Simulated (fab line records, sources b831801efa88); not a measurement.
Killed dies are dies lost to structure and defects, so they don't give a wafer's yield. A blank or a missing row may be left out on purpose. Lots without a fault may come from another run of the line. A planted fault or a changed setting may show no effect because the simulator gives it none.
Which tool did it? | flow sky130 | 14 lots, 42 wafers sampled, at 1 step of a route of 708

WHAT THE GAUGES READ, wafer by wafer
SKY_FIELD_ISO_THK_MEAS_23.
lot  | measured    | on            | FIELD_ISO_OXIDATION_01_THK (nm)
L305 | day 2 21:08 | film_metro-02 | 10.60 10.37 10.48
L307 | day 3 07:07 | film_metro-01 | 10.00 10.04 10.02
L308 | day 3 10:27 | film_metro-01 | 9.92 9.94 9.87
L309 | day 3 15:29 | film_metro-01 | 10.23 10.00 10.26
L310 | day 3 22:55 | film_metro-03 | 10.33 10.24 10.45
L311 | day 4 04:30 | film_metro-03 | 10.45 10.38 10.43
L312 | day 4 09:56 | film_metro-02 | 10.14 10.22 10.35
L313 | day 4 18:19 | film_metro-03 | 10.05 10.01 10.01
L314 | day 4 18:19 | film_metro-02 | 10.17 10.02 10.20
L318 | day 5 12:44 | film_metro-03 | 9.79 9.62 9.78
L319 | day 5 22:19 | film_metro-03 | 9.80 9.99 9.83
L323 | day 6 17:54 | film_metro-02 | 9.77 9.89 10.00
L324 | day 6 23:27 | film_metro-02 | 9.95 10.09 10.01
L325 | day 7 01:52 | film_metro-03 | 9.86 9.90 9.87

WHICH TOOL RAN EACH LOT (tool, then ch and the chambers of the sampled wafers, then the start)
The record holds no process step before these readings.

WHAT THE TOOLS THEMSELVES READ (means of the sampled wafers that have a number; where no wafer has one, the mark that the record gives instead)
The record holds no such reading with a usual standard deviation.

THE ANSWER, worked out from the rows above alone
Rule: what is usual is taken from the lots themselves. Put in order of their means at a reading, lots are off if they are a third of the lots or fewer, leave a main group of 4 or more, and stand apart from it by a gap of 3 or more times the standard deviation of the main group's means; of several such gaps the widest counts. A main group whose means are all the same, to the digits that the tables above print for the reading, isn't used. A lot without any number at a reading at which 4 lots or more have one is off too. The other lots that the step has rows for count as sound. The gauges are gone through in route order, then the tools' own readings, and for those a lot's mean is taken as printed above. The first step at which some lot is off is used, and at that step the reading that is off furthest; a lot without a number counts as furthest.
No lot is off at any reading shown: from this, nothing can be told.

WHAT THE SIMULATOR HAD PUT IN
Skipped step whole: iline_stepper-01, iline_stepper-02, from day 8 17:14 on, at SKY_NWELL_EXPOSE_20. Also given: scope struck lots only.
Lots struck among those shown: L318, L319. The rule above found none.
